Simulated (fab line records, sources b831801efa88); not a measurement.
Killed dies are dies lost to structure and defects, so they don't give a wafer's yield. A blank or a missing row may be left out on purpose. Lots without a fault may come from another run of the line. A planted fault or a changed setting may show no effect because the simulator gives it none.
Which tool did it? | flow sky130 | 12 lots, 36 wafers sampled, at 3 steps of a route of 708

WHAT THE GAUGES READ, wafer by wafer
SKY_METAL4_OVL_MEAS_14.
lot  | measured     | on         | METAL4_OVL (nm)
L075 | day 41 18:41 | overlay-02 | 4 3 7
L077 | day 42 10:20 | overlay-02 | -8 -9 -13
L079 | day 43 01:41 | overlay-02 | 1 7 8
L081 | day 43 19:59 | overlay-01 | 3 10 4
L085 | day 45 00:53 | overlay-01 | -6 -3 -5
L083 | day 45 03:17 | overlay-01 | -5 -10 -11
L087 | day 45 11:50 | overlay-01 | 2 3 4
L089 | day 45 22:22 | overlay-02 | 2 3 -2
L091 | day 46 06:08 | overlay-01 | 0 -1 -9
L093 | day 46 22:14 | overlay-02 | 3 -1 10
L095 | day 47 04:50 | overlay-01 | 0 1 -1
L097 | day 47 19:20 | overlay-01 | -4 2 -1

WHICH TOOL RAN EACH LOT (tool, then ch and the chambers of the sampled wafers, then the start)
lot  | SKY_METAL3_SPUTTER_02        | SKY_VIA3_CMP_24
L075 | pvd_sputter-03, day 36 07:44 | cmp-02 ch 0,1,2, day 39 17:05
L077 | pvd_sputter-02, day 37 03:10 | cmp-01 ch 0,1,2, day 40 09:33
L079 | pvd_sputter-02, day 37 19:11 | cmp-01 ch 0,1,2, day 41 01:29
L081 | pvd_sputter-02, day 38 15:19 | cmp-01 ch 1,2,3, day 41 20:13
L085 | pvd_sputter-02, day 39 23:54 | cmp-02 ch 0,1,2, day 43 02:50
L083 | pvd_sputter-04, day 40 03:36 | cmp-01 ch 1,2,3, day 43 05:55
L087 | pvd_sputter-03, day 40 11:11 | cmp-02 ch 0,1,2, day 43 13:35
L089 | pvd_sputter-03, day 41 01:29 | cmp-01 ch 0,2,3, day 44 02:35
L091 | pvd_sputter-02, day 41 10:20 | cmp-01 ch 1,2,3, day 44 10:10
L093 | pvd_sputter-02, day 42 04:59 | cmp-02 ch 0,2,3, day 45 04:06
L095 | pvd_sputter-03, day 42 13:07 | cmp-01 ch 0,1, day 45 11:46
L097 | pvd_sputter-03, day 43 05:06 | cmp-01 ch 0,1,3, day 46 01:23
- SKY_METAL3_SPUTTER_02: material AlCu, target thk 735 nm, time 39.1 s.
- SKY_VIA3_CMP_24: polishes, stops on SiO2, t overpolish 20 s, target thk 0 nm.

THE ANSWER, worked out from the rows above alone
Rule: what is usual is taken from the lots themselves. Put in order of their means at a reading, lots are off if they are a third of the lots or fewer, leave a main group of 4 or more, and stand apart from it by a gap of 3 or more times the standard deviation of the main group's means; of several such gaps the widest counts. A main group whose means are all the same, to the digits that the tables above print for the reading, isn't used. A lot without any number at a reading at which 4 lots or more have one is off too. The other lots that the step has rows for count as sound.
No lot is off at any reading shown: from this, nothing can be told.

WHAT THE SIMULATOR HAD PUT IN
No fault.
